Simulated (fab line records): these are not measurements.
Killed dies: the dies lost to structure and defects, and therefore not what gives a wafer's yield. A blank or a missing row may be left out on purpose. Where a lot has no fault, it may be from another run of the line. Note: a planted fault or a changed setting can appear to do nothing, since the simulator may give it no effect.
fab line records ; flow sfqLine
record: lots: 14; wafers: 42; lastDay: 85
route steps=325 shown L0@3 M0@38 I1@73
lots with no fault: from the same line, run without faults
startH: start of the lot's first displayed wafer, in hours after the record's first day ; waitH: time in hours since the lot's previous step ; " the same as in the row above ; L1.1+2: a row that stands for several wafers ; - no value present, or no start provided ; * or withheld: withheld ; < > ~ a bound
route shown NAME@n: NAME is a module with steps in the file, n the number in the route of the first one ; usual: mean/standard deviation taken from wafers without a fault ; same: alike in all rows ; chamber/n: place in a boat ; sites: each site's reading ; _std_site: how widely they spread, as a standard deviation ; _edge_site: inner sites' mean taken away from outer sites' mean ; radiusMm: how far each site lies from the wafer's centre ; mask NAME#n: copy n ; behind: the last tool/chamber to shape the wafer ; hold: why the lot went on hold/how many hours it stayed there/how the hold came to an end ; device: which transistor (n, p or np) failed to switch ; end of line: tests run on the same wafers once the route is complete ; a step given without rows: its recipe and nothing more ; killed: dies lost to structure and defects at the first sort, not the wafer's yield ; map: a wafer's dies, x killed, . not, _ none there
set.NAME: the setting as run; set.NAME@STEP: as run at that earlier step ; model.NAME: the simulator's own value behind a step, which no gauge read
one table for each step of the route and one row for each wafer, over a sample of lots
services: a tool's chamber out of use, with start hour (startH, from the record's first day; less than 0 if before it), hours out, and reason
== steps ==
step: SFQ_TRILAYER_L0_DEP_SPUTTER_003
recipe: material: MoNx_KI; basePressurePa: 1.33e-06; targetThkNm: 40; powerW: 800; timeS: 100; chamberPressurePa: 0.4
usual: chamberPressurePa: 0.3998/0.0008; throttleValvePct: 29.4/0.69
lot.wafer;tool;chamber;startH;waitH;chamberPressurePa;throttleValvePct
L135.1;pvdSputter-03;-;12.49;0.0;0.3997;28.8
L135.2;pvdSputter-03;-;12.49;0.0;0.4003;29.0
L135.3;pvdSputter-03;-;12.49;0.0;0.3996;30.0
L136.2;pvdSputter-05;-;17.49;0.0;0.3986;29.9
L136.4;pvdSputter-05;-;17.49;0.0;0.3993;28.9
L136.6;pvdSputter-05;-;17.49;0.0;0.4009;29.7
L137.1;pvdSputter-03;-;22.49;0.0;0.4006;29.1
L137.2;pvdSputter-03;-;22.49;0.0;0.3992;30.0
L137.4;pvdSputter-03;-;22.49;0.0;0.4002;28.4
L138.1;pvdSputter-05;-;27.49;0.0;0.4002;29.6
L138.3;pvdSputter-05;-;27.49;0.0;0.3998;28.6
L138.6;pvdSputter-05;-;27.49;0.0;0.4012;29.6
L139.1;pvdSputter-05;-;32.49;0.0;0.3995;28.7
L139.2;pvdSputter-05;-;32.49;0.0;0.3989;29.8
L139.5;pvdSputter-05;-;32.49;0.0;0.4008;30.0
L140.1;pvdSputter-05;-;37.49;0.0;0.3999;28.6
L140.3;pvdSputter-05;-;37.49;0.0;0.3995;29.8
L140.4;pvdSputter-05;-;37.49;0.0;0.3975;28.8
L141.1;pvdSputter-06;-;42.49;0.0;0.4005;29.7
L141.3;pvdSputter-06;-;42.49;0.0;0.3990;30.1
L141.5;pvdSputter-06;-;42.49;0.0;0.4007;29.5
L142.1;pvdSputter-03;-;47.49;0.0;0.4004;30.0
L142.4;pvdSputter-03;-;47.49;0.0;0.3995;28.8
L142.6;pvdSputter-03;-;47.49;0.0;0.4008;30.0
L143.1;pvdSputter-06;-;52.49;0.0;0.3992;27.7
L143.3;pvdSputter-06;-;52.49;0.0;0.4010;29.1
L143.4;pvdSputter-06;-;52.49;0.0;0.3993;29.7
L144.1;pvdSputter-03;-;57.49;0.0;0.3996;28.9
L144.2;pvdSputter-03;-;57.49;0.0;0.3997;30.5
L144.3;pvdSputter-03;-;57.49;0.0;0.3991;28.9
L146.2;pvdSputter-06;-;67.49;0.0;0.3980;27.7
L146.3;pvdSputter-06;-;67.49;0.0;0.4003;29.1
L146.4;pvdSputter-06;-;67.49;0.0;0.3997;30.1
L147.2;pvdSputter-05;-;72.49;0.0;0.3989;29.8
L147.3;pvdSputter-05;-;72.49;0.0;0.3991;28.6
L147.4;pvdSputter-05;-;72.49;0.0;0.3998;29.9
L156.1;pvdSputter-05;-;117.49;0.0;0.3994;28.8
L156.2;pvdSputter-05;-;117.49;0.0;0.3978;28.5
L156.3;pvdSputter-05;-;117.49;0.0;0.4003;29.5
L157.2;pvdSputter-05;-;122.49;0.0;0.3989;29.6
L157.4;pvdSputter-05;-;122.49;0.0;0.3991;28.9
L157.5;pvdSputter-05;-;122.49;0.0;0.4003;29.8
step: SFQ_L0_RS_MEAS_901
recipe: thkMeasGauge: four-point-probe; reads: MoNx_KI_of_TRILAYER_L0_DEP_SPUTTER_003
usual: L0_MONX_KI_RS: 43.8/0.6
lot.wafer;tool;chamber;startH;waitH;L0_MONX_KI_RS[ohm/sq]
L135.1;filmMetro-04;-;12.56;0.0;43.7
L135.2;filmMetro-04;-;12.56;0.0;44.8
L135.3;filmMetro-04;-;12.56;0.0;44.0
L136.2;filmMetro-01;-;17.58;0.1;43.7
L136.4;filmMetro-01;-;17.58;0.1;42.6
L136.6;filmMetro-01;-;17.58;0.1;42.5
L137.1;filmMetro-01;-;22.56;0.0;44.6
L137.2;filmMetro-01;-;22.56;0.0;43.7
L137.4;filmMetro-01;-;22.56;0.0;43.8
L138.1;filmMetro-03;-;27.56;0.0;44.6
L138.3;filmMetro-03;-;27.56;0.0;43.5
L138.6;filmMetro-03;-;27.56;0.0;44.3
L139.1;filmMetro-03;-;32.56;0.0;43.0
L139.2;filmMetro-03;-;32.56;0.0;44.1
L139.5;filmMetro-03;-;32.56;0.0;44.3
L140.1;filmMetro-01;-;37.56;0.0;43.7
L140.3;filmMetro-01;-;37.56;0.0;45.0
L140.4;filmMetro-01;-;37.56;0.0;43.5
L141.1;filmMetro-01;-;42.56;0.0;42.8
L141.3;filmMetro-01;-;42.56;0.0;43.5
L141.5;filmMetro-01;-;42.56;0.0;43.6
L142.1;filmMetro-03;-;47.56;0.0;44.1
L142.4;filmMetro-03;-;47.56;0.0;43.6
L142.6;filmMetro-03;-;47.56;0.0;43.8
L143.1;filmMetro-01;-;52.56;0.0;43.4
L143.3;filmMetro-01;-;52.56;0.0;44.2
L143.4;filmMetro-01;-;52.56;0.0;43.4
L144.1;filmMetro-01;-;57.56;0.0;42.6
L144.2;filmMetro-01;-;57.56;0.0;43.1
L144.3;filmMetro-01;-;57.56;0.0;43.5
L146.2;filmMetro-04;-;67.58;0.1;44.1
L146.3;filmMetro-04;-;67.58;0.1;44.9
L146.4;filmMetro-04;-;67.58;0.1;43.8
L147.2;filmMetro-04;-;72.58;0.1;44.6
L147.3;filmMetro-04;-;72.58;0.1;43.6
L147.4;filmMetro-04;-;72.58;0.1;43.1
L156.1;filmMetro-03;-;117.56;0.0;61.0
L156.2;filmMetro-03;-;117.56;0.0;61.2
L156.3;filmMetro-03;-;117.56;0.0;61.1
L157.2;filmMetro-04;-;122.58;0.1;62.8
L157.4;filmMetro-04;-;122.58;0.1;61.5
L157.5;filmMetro-04;-;122.58;0.1;63.3
step: SFQ_L0_THK_MEAS_902
recipe: thkMeasGauge: xrf; reads: MoNx_KI_of_TRILAYER_L0_DEP_SPUTTER_003
usual: L0_MONX_KI_THK: 39.8/0.56
lot.wafer;tool;chamber;startH;waitH;L0_MONX_KI_THK[nm]
L135.1;filmMetro-04;-;12.68;0.1;39.9
L135.2;filmMetro-04;-;12.68;0.1;39.3
L135.3;filmMetro-04;-;12.68;0.1;39.7
L136.2;filmMetro-01;-;17.69;0.1;40.0
L136.4;filmMetro-01;-;17.69;0.1;41.0
L136.6;filmMetro-01;-;17.69;0.1;41.0
L137.1;filmMetro-01;-;22.68;0.1;39.1
L137.2;filmMetro-01;-;22.68;0.1;39.9
L137.4;filmMetro-01;-;22.68;0.1;40.0
L138.1;filmMetro-03;-;27.68;0.1;39.0
L138.3;filmMetro-03;-;27.68;0.1;39.8
L138.6;filmMetro-03;-;27.68;0.1;39.3
L139.1;filmMetro-03;-;32.68;0.1;40.7
L139.2;filmMetro-03;-;32.68;0.1;39.4
L139.5;filmMetro-03;-;32.68;0.1;39.4
L140.1;filmMetro-01;-;37.68;0.1;40.0
L140.3;filmMetro-01;-;37.68;0.1;38.8
L140.4;filmMetro-01;-;37.68;0.1;40.3
L141.1;filmMetro-01;-;42.68;0.1;41.3
L141.3;filmMetro-01;-;42.68;0.1;39.9
L141.5;filmMetro-01;-;42.68;0.1;40.0
L142.1;filmMetro-03;-;47.68;0.1;39.2
L142.4;filmMetro-03;-;47.68;0.1;39.8
L142.6;filmMetro-03;-;47.68;0.1;39.7
L143.1;filmMetro-01;-;52.68;0.1;39.9
L143.3;filmMetro-01;-;52.68;0.1;39.4
L143.4;filmMetro-01;-;52.68;0.1;39.8
L144.1;filmMetro-01;-;57.68;0.1;41.1
L144.2;filmMetro-01;-;57.68;0.1;40.2
L144.3;filmMetro-01;-;57.68;0.1;40.1
L146.2;filmMetro-04;-;67.69;0.1;39.9
L146.3;filmMetro-04;-;67.69;0.1;39.1
L146.4;filmMetro-04;-;67.69;0.1;39.8
L147.2;filmMetro-04;-;72.69;0.1;39.2
L147.3;filmMetro-04;-;72.69;0.1;40.2
L147.4;filmMetro-04;-;72.69;0.1;40.5
L156.1;filmMetro-03;-;117.68;0.1;28.4
L156.2;filmMetro-03;-;117.68;0.1;28.4
L156.3;filmMetro-03;-;117.68;0.1;28.4
L157.2;filmMetro-04;-;122.69;0.1;27.9
L157.4;filmMetro-04;-;122.69;0.1;28.5
L157.5;filmMetro-04;-;122.69;0.1;27.6
step: SFQ_TRILAYER_L0_ETCH_METAL_ETCH_008
recipe: target: MoNx_KI; stopOn: SiO2; maskMaterial: PR; chemistry: SF6/O2; targetDepthNm: 50; icpW: 600; biasW: 80; pressureMtorr: 10; timeS: 25
usual: drypumpMotorCurrentA: 5.9/0.42; oesProductAu: 0.870/0.0076
lot.wafer;tool;chamber;startH;waitH;drypumpMotorCurrentA;oesProductAu;rfHoursCounterH
L135.1;rieMetal-03;1;79.76;0.0;6.6;0.871;70
L135.2;rieMetal-03;0;79.76;0.0;6.2;0.867;175
L135.3;rieMetal-03;0;79.76;0.0;6.2;0.869;-
L136.2;rieMetal-03;0;86.96;0.0;6.2;0.865;177
L136.4;rieMetal-03;1;86.96;0.0;6.6;0.882;-
L136.6;rieMetal-03;1;86.96;0.0;6.6;0.884;-
L137.1;rieMetal-02;1;88.16;0.0;6.2;0.872;51
L137.2;rieMetal-02;0;88.16;0.0;5.4;0.874;28
L137.4;rieMetal-02;1;88.16;0.0;6.2;0.868;-
L138.1;rieMetal-04;1;94.16;0.0;5.5;0.853;8
L138.3;rieMetal-04;0;94.16;0.0;5.7;0.866;-
L138.6;rieMetal-04;0;94.16;0.0;5.7;0.861;-
L139.1;rieMetal-04;1;101.00;0.0;5.5;0.883;9
L139.2;rieMetal-04;0;101.00;0.0;5.7;0.862;138
L139.5;rieMetal-04;1;101.00;0.0;5.5;0.862;-
L140.1;rieMetal-03;1;105.80;0.0;6.6;0.871;75
L140.3;rieMetal-03;1;105.80;0.0;6.5;0.855;-
L140.4;rieMetal-03;0;105.80;0.0;6.2;0.873;-
L141.1;rieMetal-02;1;107.00;0.0;6.2;0.881;55
L141.3;rieMetal-02;0;107.00;0.0;5.4;0.882;-
L141.5;rieMetal-02;0;107.00;0.0;5.4;0.866;-
L142.1;rieMetal-02;0;111.80;0.0;5.4;0.860;32
L142.4;rieMetal-02;0;111.80;0.0;5.4;0.867;-
L142.6;rieMetal-02;1;111.80;0.0;6.2;0.872;-
L143.1;rieMetal-04;0;114.20;0.0;5.7;0.874;140
L143.3;rieMetal-04;0;114.20;0.0;5.7;0.871;-
L143.4;rieMetal-04;1;114.20;0.0;5.5;0.871;-
L144.1;rieMetal-02;0;119.00;0.0;5.4;0.882;34
L144.2;rieMetal-02;1;119.00;0.0;6.2;0.879;57
L144.3;rieMetal-02;0;119.00;0.0;5.5;0.874;-
L146.2;rieMetal-02;0;129.80;0.0;5.5;0.867;35
L146.3;rieMetal-02;1;129.80;0.0;6.2;0.862;-
L146.4;rieMetal-02;0;129.80;0.0;5.5;0.870;-
L147.2;rieMetal-04;0;135.36;0.1;5.7;0.862;-
L147.3;rieMetal-04;0;135.36;0.1;5.7;0.872;-
L147.4;rieMetal-04;0;135.36;0.1;5.7;0.883;-
L156.1;rieMetal-04;0;203.93;0.0;5.7;0.733;155
L156.2;rieMetal-04;1;203.93;0.0;5.6;0.725;24
L156.3;rieMetal-04;1;203.93;0.0;5.6;0.721;-
L157.2;rieMetal-04;1;207.31;0.0;5.5;0.723;24
L157.4;rieMetal-04;0;207.31;0.0;5.7;0.727;-
L157.5;rieMetal-04;1;207.31;0.0;5.6;0.722;-
step: SFQ_M0_OVL_MEAS_906
usual: M0_OVL: 1/6.5
lot.wafer;tool;chamber;startH;waitH;M0_OVL[nm]
L135.1;overlay-01;-;232.89;0.1;6
L135.2;overlay-01;-;232.89;0.1;10
L135.3;overlay-01;-;232.89;0.1;4
L136.2;overlay-02;-;247.30;0.1;0
L136.4;overlay-02;-;247.30;0.1;-2
L136.6;overlay-02;-;247.30;0.1;3
L137.1;overlay-02;-;253.91;0.1;-2
L137.2;overlay-02;-;253.91;0.1;-1
L137.4;overlay-02;-;253.91;0.1;2
L138.1;overlay-02;-;274.77;0.1;-3
L138.3;overlay-02;-;274.77;0.1;-5
L138.6;overlay-02;-;274.77;0.1;-7
L139.1;overlay-02;-;284.37;0.1;9
L139.2;overlay-02;-;284.37;0.1;5
L139.5;overlay-02;-;284.37;0.1;15
L140.1;overlay-01;-;293.80;0.1;3
L140.3;overlay-01;-;293.80;0.1;-1
L140.4;overlay-01;-;293.80;0.1;-2
L141.1;overlay-02;-;301.00;0.1;-2
L141.3;overlay-02;-;301.00;0.1;0
L141.5;overlay-02;-;301.00;0.1;-2
L142.1;overlay-02;-;307.00;0.1;1
L142.4;overlay-02;-;307.00;0.1;-5
L142.6;overlay-02;-;307.00;0.1;-3
L143.1;overlay-01;-;317.51;0.1;6
L143.3;overlay-01;-;317.51;0.1;6
L143.4;overlay-01;-;317.51;0.1;1
L144.1;overlay-01;-;322.31;0.1;3
L144.2;overlay-01;-;322.31;0.1;2
L144.3;overlay-01;-;322.31;0.1;10
L146.2;overlay-02;-;336.45;0.1;-7
L146.3;overlay-02;-;336.45;0.1;-2
L146.4;overlay-02;-;336.45;0.1;5
L147.2;overlay-02;-;344.85;0.1;11
L147.3;overlay-02;-;344.85;0.1;17
L147.4;overlay-02;-;344.85;0.1;13
L156.1;overlay-01;-;464.59;0.1;-3
L156.2;overlay-01;-;464.59;0.1;10
L156.3;overlay-01;-;464.59;0.1;4
L157.2;overlay-02;-;469.39;0.1;-7
L157.4;overlay-02;-;469.39;0.1;-8
L157.5;overlay-02;-;469.39;0.1;-3
step: SFQ_TRILAYER_I1_DEP_PECVD_045
recipe: material: SiO2; tempC: 150; timeS: 111.11; pressureTorr: 2.4; rfW: 183.3; precursor: SiH4/N2O; targetThkNm: 500
usual: heaterPowerW: 88/16; susceptorTempC: 150.00/0.16; throttleValvePct: 25.4/2.3
lot.wafer;tool;chamber;startH;waitH;heaterPowerW;susceptorTempC;throttleValvePct
L135.1;pecvd-04;1;499.29;0.0;71;149.83;26.1
L135.2;pecvd-04;2;499.29;0.0;94;149.96;23.8
L135.3;pecvd-04;0;499.29;0.0;95;149.93;24.9
L136.2;pecvd-01;0;533.01;0.0;55;149.99;24.6
L136.4;pecvd-01;0;533.01;0.0;57;150.23;25.1
L136.6;pecvd-01;1;533.01;0.0;109;150.09;31.6
L137.1;pecvd-01;0;545.26;0.0;59;149.82;24.6
L137.2;pecvd-01;2;545.26;0.0;93;149.93;23.9
L137.4;pecvd-01;0;545.26;0.0;61;149.83;24.6
L138.1;pecvd-04;0;564.46;0.0;99;149.82;25.0
L138.3;pecvd-04;2;564.46;0.0;90;150.00;23.7
L138.6;pecvd-04;2;564.46;0.0;94;150.03;23.7
L139.1;pecvd-04;1;575.26;0.0;78;149.97;25.8
L139.2;pecvd-04;2;575.26;0.0;95;150.01;23.8
L139.5;pecvd-04;2;575.26;0.0;96;150.01;24.1
L140.1;pecvd-02;2;587.26;0.0;111;149.98;23.1
L140.3;pecvd-02;0;587.26;0.0;75;150.05;24.1
L140.4;pecvd-02;1;587.26;0.0;90;149.78;22.9
L141.1;pecvd-01;0;605.18;0.0;51;149.84;24.8
L141.3;pecvd-01;1;605.18;0.0;113;149.94;31.8
L141.5;pecvd-01;2;605.18;0.0;103;149.80;23.9
L142.1;pecvd-02;2;608.78;0.0;109;149.94;23.2
L142.4;pecvd-02;2;608.78;0.0;112;150.14;23.5
L142.6;pecvd-02;1;608.78;0.0;93;150.02;23.0
L143.1;pecvd-01;1;611.18;0.0;103;150.01;32.0
L143.3;pecvd-01;0;611.18;0.0;53;150.03;24.8
L143.4;pecvd-01;1;611.18;0.0;105;149.95;31.4
L144.1;pecvd-02;0;629.42;0.0;79;150.24;24.2
L144.2;pecvd-02;1;629.42;0.0;84;150.09;23.0
L144.3;pecvd-02;2;629.42;0.0;109;149.95;23.6
L146.2;pecvd-04;0;643.50;0.0;96;149.96;25.3
L146.3;pecvd-04;1;643.50;0.0;80;150.23;26.4
L146.4;pecvd-04;2;643.50;0.0;96;149.71;23.6
L147.2;pecvd-01;1;650.88;0.0;99;149.70;31.8
L147.3;pecvd-01;0;650.88;0.0;59;149.94;24.8
L147.4;pecvd-01;0;650.88;0.0;59;149.98;24.5
L156.1;pecvd-04;0;769.29;0.0;85;149.83;25.8
L156.2;pecvd-04;1;769.29;0.0;78;150.35;26.8
L156.3;pecvd-04;2;769.29;0.0;91;150.10;24.7
L157.2;pecvd-04;0;774.50;0.0;91;150.06;25.8
L157.4;pecvd-04;2;774.50;0.0;87;149.98;23.8
L157.5;pecvd-04;0;774.50;0.0;94;150.25;25.7
step: SFQ_I1_OVL_MEAS_913
usual: I1_OVL: 0/4.9
lot.wafer;tool;chamber;startH;waitH;I1_OVL[nm]
L135.1;overlay-01;-;644.03;0.1;2
L135.2;overlay-01;-;644.03;0.1;5
L135.3;overlay-01;-;644.03;0.1;5
L136.2;overlay-01;-;645.23;0.1;2
L136.4;overlay-01;-;645.23;0.1;1
L136.6;overlay-01;-;645.23;0.1;3
L137.1;overlay-01;-;646.43;0.1;-2
L137.2;overlay-01;-;646.43;0.1;1
L137.4;overlay-01;-;646.43;0.1;2
L138.1;overlay-01;-;647.63;0.1;-4
L138.3;overlay-01;-;647.63;0.1;-3
L138.6;overlay-01;-;647.63;0.1;-3
L139.1;overlay-01;-;648.83;0.1;4
L139.2;overlay-01;-;648.83;0.1;4
L139.5;overlay-01;-;648.83;0.1;4
L140.1;overlay-01;-;650.03;0.1;6
L140.3;overlay-01;-;650.03;0.1;6
L140.4;overlay-01;-;650.03;0.1;7
L141.1;overlay-01;-;651.23;0.1;-9
L141.3;overlay-01;-;651.23;0.1;2
L141.5;overlay-01;-;651.23;0.1;-2
L142.1;overlay-01;-;652.43;0.1;3
L142.4;overlay-01;-;652.43;0.1;-5
L142.6;overlay-01;-;652.43;0.1;-4
L143.1;overlay-01;-;653.63;0.1;-6
L143.3;overlay-01;-;653.63;0.1;-3
L143.4;overlay-01;-;653.63;0.1;-5
L144.1;overlay-01;-;654.83;0.1;-5
L144.2;overlay-01;-;654.83;0.1;-4
L144.3;overlay-01;-;654.83;0.1;-9
L146.2;overlay-01;-;800.04;0.1;-4
L146.3;overlay-01;-;800.04;0.1;-3
L146.4;overlay-01;-;800.04;0.1;-5
L147.2;overlay-02;-;808.44;0.1;-7
L147.3;overlay-02;-;808.44;0.1;1
L147.4;overlay-02;-;808.44;0.1;1
L156.1;overlay-01;-;917.16;0.1;5
L156.2;overlay-01;-;917.16;0.1;1
L156.3;overlay-01;-;917.16;0.1;9
L157.2;overlay-01;-;927.96;0.1;-8
L157.4;overlay-01;-;927.96;0.1;-1
L157.5;overlay-01;-;927.96;0.1;2
== services ==
tool;chamber;startH;hours;kind
rieMetal-04;0;-10.09;1.4;repair
rieMetal-04;1;7.31;4.1;repair
pvdSputter-05;-;47.83;2.2;repair
rieMetal-04;1;95.07;4.4;repair
pecvd-04;-;101.00;0.8;repair
rieMetal-04;1;132.15;14.7;repair
pecvd-04;-;135.20;1.9;repair
pecvd-04;-;138.06;6.0;pm
rieMetal-04;0;166.68;8.0;repair
pvdSputter-05;-;167.07;6.3;repair
pvdSputter-05;-;213.45;18.4;repair
pvdSputter-05;-;223.96;4.4;repair
pvdSputter-05;-;246.98;3.1;repair
pvdSputter-05;-;317.41;4.2;repair
pecvd-04;0;346.28;16.8;repair
pecvd-04;-;383.27;0.9;repair
pecvd-04;1;418.91;3.0;repair
pecvd-04;-;471.58;0.8;repair
pecvd-04;2;507.38;4.8;repair
rieMetal-04;0;526.54;5.2;repair
pecvd-04;-;530.79;5.7;repair
rieMetal-04;1;579.56;3.3;repair
rieMetal-04;-;624.32;2.8;pm
rieMetal-04;0;682.35;22.8;repair
== key ==
firstSign: step: SFQ_L0_RS_MEAS_901; reading: L0_MONX_KI_RS; direction: up; sigmas: 30; usual: 43.8; struck: 61.8
effect: step: SFQ_L0_THK_MEAS_902; reading: L0_MONX_KI_THK; direction: down; sigmas: 21; usual: 39.8; struck: 28.2
effect: step: SFQ_TRILAYER_L0_ETCH_METAL_ETCH_008; reading: oesProductAu; direction: down; sigmas: 19; usual: 0.870; struck: 0.725
metAt SFQ_TRILAYER_L0_DEP_SPUTTER_003
struckLots L156,L157
notActingAt SFQ_M0_OVL_MEAS_906,SFQ_TRILAYER_I1_DEP_PECVD_045,SFQ_I1_OVL_MEAS_913
onsetBetween 72.49 117.49
alsoFits time
fault: kind: processParameterDrift; tool: pvdSputter-05; chamber: -; onsetH: 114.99; steps: SFQ_TRILAYER_L0_DEP_SPUTTER_003; channel: targetThkNm; offset: -11.238; shape: step; endH: 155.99; actsIn: theseRecipesOnly; stated: 40
